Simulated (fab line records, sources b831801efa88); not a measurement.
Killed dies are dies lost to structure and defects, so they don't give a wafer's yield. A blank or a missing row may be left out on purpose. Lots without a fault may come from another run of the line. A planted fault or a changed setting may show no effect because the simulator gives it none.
Split-lot experiment | flow sky130 | 5 lots, 23 wafers read, on a route of 708 steps

THE SPLIT
At SKY_LDD_P_IMPLANT_09, the setting dose_cm2 was moved away from the recipe's 1e+13 on 10 of the 23 wafers read, by -5.7% to -3.4%. The other wafers ran this setting at the recipe's value.

FROM THE SPLIT TO THE READING: what the file shows between them, 1 step
- SKY_LDD_P_STRIP_10: strips in O2/N2

THE READING
LDD_P_TW, at SKY_LDD_P_TW_MEAS_11. Fault-free wafers of this fab line usually give 634.0, standard deviation 2.9.

wafer  | tool, chamber at the split | dose_cm2 as run | against the recipe | LDD_P_TW | against lot-mates on the recipe
L074.1 | implanter-04, 0            | 9.564e+12       | -4.4%              | 628.8    | -6.4
L074.2 | implanter-04, 0            | 9.564e+12       | -4.4%              | 627.7    | -7.5
L074.4 | implanter-04, 0            | 1e+13           | recipe             | 636.0    | -
L074.5 | implanter-04, 0            | 1e+13           | recipe             | 634.4    | -
L074.6 | implanter-04, 0            | 9.564e+12       | -4.4%              | 628.5    | -6.7
L078.1 | implanter-03, 0            | 9.546e+12       | -4.5%              | 622.8    | -10.0
L078.2 | implanter-03, 0            | 9.546e+12       | -4.5%              | 623.1    | -9.7
L078.3 | implanter-03, 0            | 1e+13           | recipe             | 632.3    | -
L078.5 | implanter-03, 0            | 1e+13           | recipe             | 634.9    | -
L078.6 | implanter-03, 0            | 1e+13           | recipe             | 631.3    | -
L080.1 | implanter-04, 0            | 1e+13           | recipe             | 638.3    | -
L080.3 | implanter-04, 0            | 1e+13           | recipe             | 633.8    | -
L080.6 | implanter-04, 0            | 1e+13           | recipe             | 633.3    | -
L082.1 | implanter-04, 0            | 9.662e+12       | -3.4%              | 624.3    | -9.3
L082.3 | implanter-04, 0            | 1e+13           | recipe             | 634.2    | -
L082.4 | implanter-04, 0            | 9.662e+12       | -3.4%              | 627.4    | -6.2
L082.5 | implanter-04, 0            | 1e+13           | recipe             | 634.7    | -
L082.6 | implanter-04, 0            | 1e+13           | recipe             | 632.0    | -
L085.1 | implanter-03, 0            | 9.428e+12       | -5.7%              | 621.7    | -9.5
L085.2 | implanter-03, 0            | 1e+13           | recipe             | 630.6    | -
L085.4 | implanter-03, 0            | 1e+13           | recipe             | 631.8    | -
L085.5 | implanter-03, 0            | 9.428e+12       | -5.7%              | 621.2    | -10.0
L085.6 | implanter-03, 0            | 9.428e+12       | -5.7%              | 621.3    | -9.9

THE FIT
A straight line over all 23 wafers: LDD_P_TW changes by +1.97 for each +1% of dose_cm2; r = +0.91; the points scatter about the line by 2.2.
The same after taking each lot's own level away (the mean of its wafers on the recipe; 23 wafers): +1.81 for each +1%; r = +0.95; scatter 1.5.
On that fit, the largest move of dose_cm2 shifts the reading by 10.
The lots' own levels span 631.20 to 635.20, that is 1.4 times the standard deviation above.
So the lot-to-lot level changes the slope little: the two slopes agree.
Check: with one of the wafers moved furthest among these (-5.7%) left out of the fit, the line predicts -10.6 for it against its lot-mates. It came out at -9.5 against them.

OTHER SPLITS ON THESE WAFERS
These wafers also went through other splits before the reading. Each is held against what the fit with the lots' levels taken away leaves over:
other split on the same wafers      | wafers away from the commonest value | r with LDD_P_TW (lot level and that fit taken away)
SKY_GATE_OXIDE_OXIDATION_01 temp_c  | 15                                   | -0.25
SKY_GATE_OXIDE_COAT_05 spin_rpm     | 6                                    | +0.02
SKY_GATE_OXIDE_IMPLANT_11 dose_cm2  | 4                                    | -0.13
SKY_POLY_GATE_CVD_03 pressure_mtorr | 15                                   | -0.29
SKY_POLY_GATE_ETCH_15 source_w      | 11                                   | +0.25
SKY_LDD_N_IMPLANT_13 energy_kev     | 11                                   | +0.16

THE FILE'S OWN FIT
LDD_P_TW changes by +1.88 for each +1% of dose_cm2, r = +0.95.
